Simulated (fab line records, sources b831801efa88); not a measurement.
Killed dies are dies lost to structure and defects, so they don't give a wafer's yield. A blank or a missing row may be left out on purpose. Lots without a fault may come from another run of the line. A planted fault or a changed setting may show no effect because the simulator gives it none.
A struck lot beside a sound one | flow sky130 | 43 steps out of a route of 708
Sound: wafers L638.1, L638.2, L638.5. Struck: wafers L654.2, L654.3, L654.6. The cause comes at the end.
At each step with rows: each side's tool, then ch and its chambers, then its first start. Under that, the readings that differ: sound wafers | struck wafers | difference of the means | sigmas: that difference in standard deviations of wafers without a fault.
alike: readings whose means differ by less than 2 such deviations, and words and numbers that are the same on both sides. not compared: withheld readings, readings that some wafer has no value for, bounds like >300 that may hide the same value, and numbers for which the record gives no deviation and whose values overlap.
The two part at a step that has a row with sigmas, a row that says differs or no value, or rows on one side only. Numbers that don't overlap but have no deviation are shown without sigmas and don't part them. A reading that every wafer of one side lacks parts them only if that side has two wafers or more.

first, 6 steps without rows for these wafers: SKY_LDD_N_HMDS_01 (prime time 60 s); SKY_LDD_N_COAT_02 (resist thk 300 nm); SKY_LDD_N_SOFTBAKE_03 (time 60 s); SKY_LDD_N_EXPOSE_04 (exposes mask NTM, target cd 840 nm); SKY_LDD_N_PEB_05; SKY_LDD_N_DEVELOP_06 (develop time 60 s).
SKY_LDD_N_OVL_MEAS_07:
  sound on overlay-02, day 20 00:06; struck on overlay-02, day 25 17:57
  alike: LDD_N_OVL
then, 5 steps without rows for these wafers: SKY_LDD_N_IMPLANT_08; SKY_LDD_N_IMPLANT_09; SKY_LDD_N_IMPLANT_10; SKY_LDD_N_IMPLANT_11; SKY_LDD_N_IMPLANT_12.
SKY_LDD_N_IMPLANT_13:
  sound on implanter-01 ch 0, day 20 00:53; struck on implanter-02 ch 0, day 25 18:46
then, 2 steps without rows for these wafers: SKY_LDD_N_IMPLANT_14; SKY_LDD_N_IMPLANT_15.
SKY_LDD_N_STRIP_16: strips in O2/N2.
  sound on plasma_asher-01 ch 0,1, day 20 01:20; struck on plasma_asher-04 ch 1, day 25 19:11
  alike: drypump_motor_current_A, oes_product_au, strip_time_to_endpoint_s
  not compared: rf_hours_counter_h
SKY_LDD_N_TW_MEAS_17:
  sound on film_metro-01, day 20 01:26; struck on film_metro-03, day 25 19:17
  alike: LDD_N_TW
then, 7 steps without rows for these wafers: SKY_LDD_P_DEHYDRATE_00 (time 60 s); SKY_LDD_P_HMDS_01 (prime time 60 s); SKY_LDD_P_COAT_02 (resist thk 1140 nm); SKY_LDD_P_SOFTBAKE_03 (time 60 s); SKY_LDD_P_EXPOSE_04 (exposes mask PSDM, target cd 380 nm); SKY_LDD_P_PEB_05; SKY_LDD_P_DEVELOP_06 (develop time 62.11 s).
SKY_LDD_P_CD_MEAS_07: target cd 380 nm.
  sound on cd_sem-02, day 21 08:10; struck on cd_sem-01, day 26 23:56
  alike: cd_nm
SKY_LDD_P_OVL_MEAS_08:
  sound on overlay-01, day 21 08:17; struck on overlay-01, day 27 00:03
  reading        | sound         | struck      | difference | sigmas
  LDD_P_OVL (nm) | -1.1 -0.1 0.5 | 2.9 2.6 4.1 | +3.4       | +2
then, 1 step without rows for these wafers: SKY_LDD_P_IMPLANT_09.
SKY_LDD_P_STRIP_10: strips in O2/N2.
  sound on plasma_asher-04 ch 0,1, day 21 08:29; struck on plasma_asher-03 ch 0,1, day 27 00:14
  alike: drypump_motor_current_A, oes_product_au, strip_time_to_endpoint_s
  not compared: rf_hours_counter_h
SKY_LDD_P_TW_MEAS_11:
  sound on film_metro-04, day 21 08:35; struck on film_metro-03, day 27 00:20
  alike: LDD_P_TW
then, 7 steps without rows for these wafers: SKY_LDD_HVN_DEHYDRATE_00 (time 60 s); SKY_LDD_HVN_HMDS_01 (prime time 60 s); SKY_LDD_HVN_COAT_02 (resist thk 300 nm); SKY_LDD_HVN_SOFTBAKE_03 (time 60 s); SKY_LDD_HVN_EXPOSE_04 (exposes mask HVNTM, target cd 700 nm); SKY_LDD_HVN_PEB_05; SKY_LDD_HVN_DEVELOP_06 (develop time 60 s).
SKY_LDD_HVN_OVL_MEAS_07:
  sound on overlay-02, day 22 15:38; struck on overlay-01, day 28 05:20
  alike: LDD_HVN_OVL
then, 1 step without rows for these wafers: SKY_LDD_HVN_IMPLANT_08.
SKY_LDD_HVN_STRIP_09: strips in O2/N2.
  sound on plasma_asher-04 ch 0,1, day 22 15:49; struck on plasma_asher-04 ch 0,1, day 28 05:31
  alike: drypump_motor_current_A, oes_product_au, strip_time_to_endpoint_s
  not compared: rf_hours_counter_h
SKY_LDD_HVN_TW_MEAS_10:
  sound on film_metro-03, day 22 15:55; struck on film_metro-02, day 28 05:37
  alike: LDD_HVN_TW
then, 2 steps without rows for these wafers: SKY_LDD_HVP_DEHYDRATE_00 (time 60 s); SKY_LDD_HVP_HMDS_01 (prime time 60 s).
-- the record jumps here: 23 days lie between the struck wafers' starts before and after (it left off in module LDD_HVP and takes up again in module PAD_OPEN, whose first step shown is number 708 of the route) --
SKY_PAD_OPEN_PROBE_99:
  sound on prober-02, day 47 10:41; struck on prober-01, day 50 23:50
  reading                                 | sound               | struck               | difference | sigmas
  model.etest.nfet_01v8.drive_ua_um_range | 8.551 7.583 10.41   | 13.98 11.5 23.55     | +7.50      |
  model.etest.nfet_01v8_lvt.vt_sat_v (V)  | 0.5359 0.5381 0.534 | 0.5052 0.5245 0.5286 | -0.0166    |
  model.etest.nfet_01v8_turned.vt_v (V)   | 0.703 0.7109 0.7043 | 0.6822 0.6857 0.6876 | -0.0209    |
  model.etest.nfet_01v8_lvt.vt_v (V)      | 0.6139 0.6153 0.614 | 0.5943 0.6023 0.6095 | -0.0124    |
  alike: killed_at_M0_to_M3, killed_at_M4_up, killed_at_contacts, killed_at_front_end, killed_at_other, killed_dies, killed_open, killed_short
  not compared: model.etest.nfet_01v8.vt_v_range

WHERE THEY PART
Only at SKY_LDD_P_OVL_MEAS_08, within this record. Later steps at which nothing parts them and some readings are alike: SKY_LDD_P_STRIP_10, SKY_LDD_P_TW_MEAS_11, SKY_LDD_HVN_OVL_MEAS_07, SKY_LDD_HVN_STRIP_09, SKY_LDD_HVN_TW_MEAS_10, SKY_PAD_OPEN_PROBE_99.

WHY: what the simulator had put in
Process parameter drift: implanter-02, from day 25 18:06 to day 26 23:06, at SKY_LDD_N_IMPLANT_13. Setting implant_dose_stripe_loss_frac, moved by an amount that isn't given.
